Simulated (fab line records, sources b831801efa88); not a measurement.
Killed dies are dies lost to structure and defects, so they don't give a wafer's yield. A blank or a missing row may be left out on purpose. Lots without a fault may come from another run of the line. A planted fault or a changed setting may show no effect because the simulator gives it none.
Which tool did it? | flow sky130 | 12 lots, 36 wafers sampled, at 5 steps of a route of 708

WHAT THE GAUGES READ, wafer by wafer
The record holds no reading of a measuring or inspecting step that can be judged against a usual standard deviation.

WHICH TOOL RAN EACH LOT (tool, then ch and the chambers of the sampled wafers, then the start)
lot  | SKY_METAL4_SPUTTER_03        | SKY_VIA4_CMP_02               | SKY_VIA4_ETCH_12                   | SKY_PAD_OPEN_STRIP_09           | SKY_PAD_OPEN_PROBE_99
L912 | pvd_sputter-03, day 40 01:26 | cmp-02 ch 1,3, day 42 03:07   | rie_diel-03 ch 0,1,2, day 43 02:22 | wet_bench-02 ch 1, day 45 23:16 | -
L913 | pvd_sputter-03, day 40 05:25 | cmp-02 ch 0,2,3, day 42 05:53 | rie_diel-03 ch 0,1,3, day 43 04:58 | wet_bench-01 ch 1, day 46 00:32 | -
L914 | pvd_sputter-03, day 40 18:53 | cmp-01 ch 1,2,3, day 42 19:49 | rie_diel-03 ch 0,2, day 43 18:04   | wet_bench-03 ch 3, day 46 12:25 | -
L915 | pvd_sputter-02, day 41 00:27 | cmp-01 ch 0,1, day 43 00:58   | rie_diel-01 ch 1,2,3, day 43 23:44 | wet_bench-03 ch 2, day 46 19:55 | -
L916 | pvd_sputter-03, day 41 11:19 | cmp-01 ch 0,1,2, day 43 12:08 | rie_diel-04 ch 0,2, day 44 10:52   | wet_bench-03 ch 0, day 47 06:25 | -
L924 | pvd_sputter-01, day 43 08:57 | cmp-02 ch 0,1,3, day 45 06:20 | rie_diel-01 ch 0,1,2, day 46 03:50 | wet_bench-03 ch 0, day 48 17:44 | prober-01, day 48 19:59
L928 | pvd_sputter-02, day 44 22:18 | cmp-02 ch 0,1,2, day 46 17:19 | rie_diel-04 ch 0,1,3, day 47 13:25 | wet_bench-02 ch 3, day 49 22:40 | -
L930 | pvd_sputter-01, day 44 23:35 | cmp-02 ch 0,2,3, day 46 20:08 | rie_diel-03 ch 1,2,3, day 47 16:11 | wet_bench-01 ch 0, day 49 23:51 | -
L929 | pvd_sputter-01, day 45 00:09 | cmp-01 ch 1,2,3, day 46 21:07 | rie_diel-01 ch 0,1,2, day 47 17:04 | wet_bench-01 ch 2, day 50 00:19 | -
L931 | pvd_sputter-02, day 45 04:02 | cmp-02 ch 0,1,3, day 47 00:55 | rie_diel-03 ch 0,1, day 47 20:22   | wet_bench-01 ch 1, day 50 02:35 | -
L933 | pvd_sputter-01, day 45 21:00 | cmp-01 ch 1,2,3, day 47 15:13 | rie_diel-03 ch 1,2,3, day 48 10:56 | wet_bench-01 ch 3, day 50 15:44 | -
L934 | pvd_sputter-01, day 46 00:27 | cmp-01 ch 1,2,3, day 47 18:57 | rie_diel-04 ch 1,2,3, day 48 13:25 | wet_bench-02 ch 2, day 50 18:04 | -
- SKY_METAL4_SPUTTER_03: material Ti, target thk 5 nm, time 3.3 s.
- SKY_VIA4_CMP_02: polishes SiO2.
- SKY_VIA4_ETCH_12: etches SiO2 in C4F8/O2/Ar, stops on TiN, target depth 580 nm.
- SKY_PAD_OPEN_STRIP_09: strips in post etch residue remover, time 1200 s.
- SKY_PAD_OPEN_PROBE_99

WHAT THE TOOLS THEMSELVES READ (means of the sampled wafers that have a number; where no wafer has one, the mark that the record gives instead)
SKY_METAL4_SPUTTER_03.
lot  | tool           | throttle_valve_pct (%)
L912 | pvd_sputter-03 | 30.5
L913 | pvd_sputter-03 | 30.3
L914 | pvd_sputter-03 | 30.4
L915 | pvd_sputter-02 | 29.4
L916 | pvd_sputter-03 | 31.0
L924 | pvd_sputter-01 | 29.1
L928 | pvd_sputter-02 | 30.3
L930 | pvd_sputter-01 | 29.6
L929 | pvd_sputter-01 | 29.3
L931 | pvd_sputter-02 | 30.6
L933 | pvd_sputter-01 | 29.7
L934 | pvd_sputter-01 | 29.7

SKY_VIA4_CMP_02.
lot  | tool   | motor_current_A (A)
L912 | cmp-02 | 12.4
L913 | cmp-02 | 12.2
L914 | cmp-01 | 12.2
L915 | cmp-01 | 11.4
L916 | cmp-01 | 11.2
L924 | cmp-02 | 12.7
L928 | cmp-02 | 12.2
L930 | cmp-02 | 11.9
L929 | cmp-01 | 12.2
L931 | cmp-02 | 13.1
L933 | cmp-01 | 12.0
L934 | cmp-01 | 12.3

SKY_VIA4_ETCH_12.
lot  | tool        | bias_w (W) | oes_product_au (a.u.)
L912 | rie_diel-03 | 1199       | 0.927
L913 | rie_diel-03 | 1202       | 0.932
L914 | rie_diel-03 | 1204       | 0.929
L915 | rie_diel-01 | 1203       | 0.927
L916 | rie_diel-04 | 1200       | 0.925
L924 | rie_diel-01 | 1199       | 0.926
L928 | rie_diel-04 | 1200       | 0.921
L930 | rie_diel-03 | 1202       | 0.926
L929 | rie_diel-01 | 1196       | 0.927
L931 | rie_diel-03 | 1203       | 0.922
L933 | rie_diel-03 | 1197       | 0.928
L934 | rie_diel-04 | 1197       | 0.923

SKY_PAD_OPEN_STRIP_09.
lot  | tool         | bath_heat_duty_pct (%) | run_length_s (s)
L912 | wet_bench-02 | 16.3                   | 1233
L913 | wet_bench-01 | 13.7                   | 1233
L914 | wet_bench-03 | 13.7                   | 1233
L915 | wet_bench-03 | 16.3                   | 1235
L916 | wet_bench-03 | 11.2                   | 1235
L924 | wet_bench-03 | 11.9                   | 1060
L928 | wet_bench-02 | 13.4                   | 1225
L930 | wet_bench-01 | 12.6                   | 1227
L929 | wet_bench-01 | 15.9                   | 1224
L931 | wet_bench-01 | 13.6                   | 1225
L933 | wet_bench-01 | 13.4                   | 1226
L934 | wet_bench-02 | 14.8                   | 1228

SKY_PAD_OPEN_PROBE_99.
lot  | tool      | defect_limited_yield (%) | killed_at_M0_to_M3 | killed_at_M4_up | killed_at_contacts | killed_at_front_end | killed_at_other | killed_dies | killed_open | killed_short | sort_bin_3_pad_short (%) | sort_bin_5_function (%) | sort_bin_6_memory (%) | sort_n_pass | sort_yield_pct (%)
L924 | prober-01 | 84.1                     | 41                 | 3.3             | 20                 | 13                  | 0.0             | 78          | 41          | 37           | 0.5                      | 9.2                     | 6.1                   | 414         | 84.1

THE ANSWER, worked out from the rows above alone
Rule: what is usual is taken from the lots themselves. Put in order of their means at a reading, lots are off if they are a third of the lots or fewer, leave a main group of 4 or more, and stand apart from it by a gap of 3 or more times the standard deviation of the main group's means; of several such gaps the widest counts. A main group whose means are all the same, to the digits that the tables above print for the reading, isn't used. A lot without any number at a reading at which 4 lots or more have one is off too. The other lots that the step has rows for count as sound. The gauges are gone through in route order, then the tools' own readings, and for those a lot's mean is taken as printed above. The first step at which some lot is off is used, and at that step the reading that is off furthest; a lot without a number counts as furthest.
Off: L924, at SKY_PAD_OPEN_STRIP_09 (run_length_s). The main group: mean 1229 s, standard deviation 4.1.
A tool fits if, at that step or a process step before it, it ran every lot that is off, and no sound lot after the first of them. One fits: wet_bench-03 at SKY_PAD_OPEN_STRIP_09. Its last sound lot is L916 (day 47 06:25), its first lot that is off L924 (day 48 17:44): a fault that began between those two fits.
The tool's own readings at SKY_PAD_OPEN_STRIP_09 bear it out: on the lots that are off they differ by more than 5 times the standard deviation of the sound lots' means. run_length_s reads 1060 s there against 1229 s on the sound lots.

WHAT THE SIMULATOR HAD PUT IN
Process parameter drift: wet_bench-03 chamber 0, from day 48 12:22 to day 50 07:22, at SKY_PAD_OPEN_STRIP_09. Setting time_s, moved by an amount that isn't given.
Lots struck among those shown: L924. The rule above found the same.
